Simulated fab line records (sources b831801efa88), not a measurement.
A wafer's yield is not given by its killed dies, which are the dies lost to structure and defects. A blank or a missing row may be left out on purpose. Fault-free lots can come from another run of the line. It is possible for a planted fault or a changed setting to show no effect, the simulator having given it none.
Lot-split experiment | flow sky130 | route with 708 steps; 5 lots, 23 wafers read

## ABOUT THE SPLIT
At SKY_POLY_GATE_EXPOSE_10 (exposes mask P1M, target cd 150 nm), the setting dose_mj was moved away from the recipe's 28 on 6 of the 23 wafers read, by -4.1% to +4.6%. This setting was run at the recipe's value on the other wafers.

## FROM THE SPLIT TO THE READING: what the file shows between them, 9 steps
- SKY_POLY_GATE_PEB_11
- SKY_POLY_GATE_DEVELOP_12: develop time 60 s
- SKY_POLY_GATE_CD_MEAS_13: target cd 150 nm
- SKY_POLY_GATE_ETCH_15: etches BARC in N2/H2, stops on SiO2, time 118.5 s, target depth 110 nm
- SKY_POLY_GATE_ETCH_16: etches Si3N4 in CH3F/O2, stops on poly-Si, time 147.5 s, target depth 75 nm
- SKY_POLY_GATE_ETCH_17: etches poly-Si in HBr/Cl2, stops on SiO2, target depth 180 nm, time 70.5 s
- SKY_POLY_GATE_STRIP_18: strips in O2/N2
- SKY_POLY_GATE_CLEAN_19: cleans in SC1/SC2, time 150 s
- SKY_POLY_GATE_OXIDATION_20: stabilise 600 s, purge 300 s, target thk 4 nm

## THE READING
cd_nm, in nm, at SKY_POLY_GATE_CD_MEAS_22. Typical for fault-free wafers on this fab line: 151.2 nm, with standard deviation 2.1 nm.

wafer  | tool, chamber at the split | dose_mj as run | against the recipe | cd_nm, nm | against lot-mates on the recipe
L074.1 | krf_scanner-02, 0          | 28             | recipe             | 151.1     | -
L074.2 | krf_scanner-02, 0          | 27.36          | -2.3%              | 155.1     | +2.7
L074.3 | krf_scanner-02, 0          | 28             | recipe             | 153.4     | -
L074.5 | krf_scanner-02, 0          | 28             | recipe             | 152.6     | -
L074.6 | krf_scanner-02, 0          | 27.36          | -2.3%              | 156.9     | +4.5
L075.1 | krf_scanner-01, 0          | 28             | recipe             | 155.5     | -
L075.3 | krf_scanner-01, 0          | 28             | recipe             | 150.8     | -
L075.4 | krf_scanner-01, 0          | 28             | recipe             | 152.7     | -
L075.5 | krf_scanner-01, 0          | 28             | recipe             | 151.6     | -
L075.6 | krf_scanner-01, 0          | 28             | recipe             | 151.1     | -
L077.1 | krf_scanner-02, 0          | 28             | recipe             | 151.5     | -
L077.2 | krf_scanner-02, 0          | 28             | recipe             | 150.4     | -
L077.4 | krf_scanner-02, 0          | 28             | recipe             | 150.0     | -
L077.5 | krf_scanner-02, 0          | 29.3           | +4.6%              | 145.7     | -4.9
L077.6 | krf_scanner-02, 0          | 29.3           | +4.6%              | 141.1     | -9.5
L081.1 | krf_scanner-01, 0          | 28             | recipe             | 151.5     | -
L081.3 | krf_scanner-01, 0          | 28             | recipe             | 153.5     | -
L081.4 | krf_scanner-01, 0          | 28             | recipe             | 153.1     | -
L085.1 | krf_scanner-01, 0          | 28             | recipe             | 152.1     | -
L085.2 | krf_scanner-01, 0          | 26.86          | -4.1%              | 158.1     | +4.8
L085.3 | krf_scanner-01, 0          | 28             | recipe             | 152.8     | -
L085.4 | krf_scanner-01, 0          | 26.86          | -4.1%              | 159.8     | +6.5
L085.5 | krf_scanner-01, 0          | 28             | recipe             | 155.0     | -

THE FIT
A straight line over all 23 wafers: cd_nm changes by -1.78 nm for each +1% of dose_mj; r = -0.92; the points scatter about the line by 1.6 nm.
The same after taking each lot's own level away (the mean of its wafers on the recipe; 23 wafers): -1.5 nm for each +1%; r = -0.91; scatter 1.4 nm.
Per that fit: largest dose_mj move, reading shift of 7 nm.
The lots' own levels span 150.63 to 153.30 nm, that is 1.3 times the standard deviation above.
Hence the slope depends on the lot-to-lot level, as the two fits are not the same.
Check: for one of the wafers moved furthest among these (+4.6%), held out of the fit, the line's prediction against its lot-mates is -7.93 nm. It came out at -4.93 nm against them.

## THE WHOLE CHAIN: every reading that the file lists as answering this split, in the file's order
step                     | what it does                                                               | reading                                                          | change (the file's fit)              | r (the file's)
SKY_POLY_GATE_CD_MEAS_13 | target cd 150 nm                                                           | cd_nm                                                            | -1.6 nm for each +1% of the setting  | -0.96
SKY_POLY_GATE_ETCH_15    | etches BARC in N2/H2, stops on SiO2, time 118.5 s, target depth 110 nm     | POLY_GATE.cd_nm (the simulator's own value, which no gauge read) | -1.6 nm for each +1% of the setting  | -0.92
SKY_POLY_GATE_ETCH_17    | etches poly-Si in HBr/Cl2, stops on SiO2, target depth 180 nm, time 70.5 s | POLY_GATE.cd_nm (the simulator's own value, which no gauge read) | -1.49 nm for each +1% of the setting | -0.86
SKY_POLY_GATE_CD_MEAS_22 |                                                                            | cd_nm                                                            | -1.5 nm for each +1% of the setting  | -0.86

## THE FILE'S OWN FIT
cd_nm changes by -1.5 nm for each +1% of dose_mj, r = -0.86.
